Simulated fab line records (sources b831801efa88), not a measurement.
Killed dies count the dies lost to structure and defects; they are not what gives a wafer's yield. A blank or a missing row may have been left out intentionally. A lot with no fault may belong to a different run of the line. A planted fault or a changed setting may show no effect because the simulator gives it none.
A lot that was struck, set against a sound lot :: flow sky130 :: 15 out of 708 route steps
Sound: wafers L138.3, L138.4, L138.5. Struck: wafer L156.6. (L156.3, L156.5 of the same lot were not struck and are left out.) The cause comes at the end.
Each step with rows lists, per side, the tool, then ch with its chambers, then its first start. Under that, the readings that differ: sound wafers :: struck wafers :: difference of the means :: sigmas: that difference in standard deviations of wafers without a fault.
alike: words and numbers the same on both sides, and readings whose means are apart by under 2 such deviations; not compared: readings that were withheld, readings missing a value for some wafer, numbers with overlapping values and no deviation given by the record, and bounds like >300 which may hide the same value.
A row with sigmas, a row that says differs or no value, or rows on one side alone: a step with any of these is where the two part. Numbers that don't overlap but have no deviation are shown without sigmas and don't part them. Lack of a reading on every wafer of one side parts them only where that side has two or more wafers.

first, 8 steps without rows for these wafers: SKY_LOCAL_INTERCONNECT_DEHYDRATE_03 (time 60 s); SKY_LOCAL_INTERCONNECT_HMDS_04 (prime time 60 s); SKY_LOCAL_INTERCONNECT_COAT_05 (resist thk 60 nm); SKY_LOCAL_INTERCONNECT_COAT_06 (resist thk 450 nm); SKY_LOCAL_INTERCONNECT_SOFTBAKE_07 (time 90 s); SKY_LOCAL_INTERCONNECT_EXPOSE_08 (exposes mask LI1M, target cd 170 nm); SKY_LOCAL_INTERCONNECT_PEB_09; SKY_LOCAL_INTERCONNECT_DEVELOP_10 (develop time 60 s).
SKY_LOCAL_INTERCONNECT_CD_MEAS_11 targets a cd of 170 nm.
  sound on cd-sem-01, day 30 12:53; struck on cd-sem-01, day 36 17:59
  alike: cd-nm
SKY_LOCAL_INTERCONNECT_OVL_MEAS_12:
  sound on overlay-02, day 30 12:58; struck on overlay-02, day 36 18:05
  alike: LOCAL_INTERCONNECT_OVL
SKY_LOCAL_INTERCONNECT_ETCH_13: etches BARC in N2/H2, stops on SiO2, time 45.9 s, target depth 60 nm.
  sound on rie-metal-03 ch 0,1, day 30 13:01; struck on rie-metal-03 ch 0, day 36 18:08
reading: throttle-valve-pct (%)
sound: 13.211 13.230 13.217
struck: 13.239
difference: +0.020
sigmas: +2
  alike: drypump-motor-current-A, oes-product-au
  not compared: rf-hours-counter-h
SKY_LOCAL_INTERCONNECT_METAL_ETCH_14: etches TiN in Cl2/BCl3, stops on PSG, target depth 110 nm, time 31.4 s.
  sound on rie-metal-03 ch 0,1, day 30 13:04; struck on rie-metal-03 ch 0, day 36 18:13
  alike: drypump-motor-current-A, oes-product-au, throttle-valve-pct
  not compared: rf-hours-counter-h
SKY_LOCAL_INTERCONNECT_STRIP_15: strips in O2/N2.
  sound on plasma-asher-04 ch 0,1, day 30 13:08; struck on plasma-asher-04 ch 1, day 36 18:17
reading: chamber-pressure-mTorr (mTorr)
sound: 1500.2 1498.9 1501.4
struck: 1200.9
difference: -299.3
sigmas: -99 or more

reading: strip-time-to-endpoint-s (s)
sound: 4.726 4.737 4.729
struck: 5.102
difference: +0.371
sigmas: +14
  alike: drypump-motor-current-A, oes-product-au
  not compared: rf-hours-counter-h
then, 1 step without rows for these wafers: SKY_LOCAL_INTERCONNECT_STRIP_16 (strips in post etch residue remover, time 1200 s).
SKY_PAD_OPEN_PROBE_99:
  sound wafers here have rows in the record (prober-01, day 45 20:35); struck ones have none

## WHERE THEY PART
At SKY_LOCAL_INTERCONNECT_ETCH_13 first; at SKY_PAD_OPEN_PROBE_99 last (within this record only).

WHY: what had been put in by the simulator
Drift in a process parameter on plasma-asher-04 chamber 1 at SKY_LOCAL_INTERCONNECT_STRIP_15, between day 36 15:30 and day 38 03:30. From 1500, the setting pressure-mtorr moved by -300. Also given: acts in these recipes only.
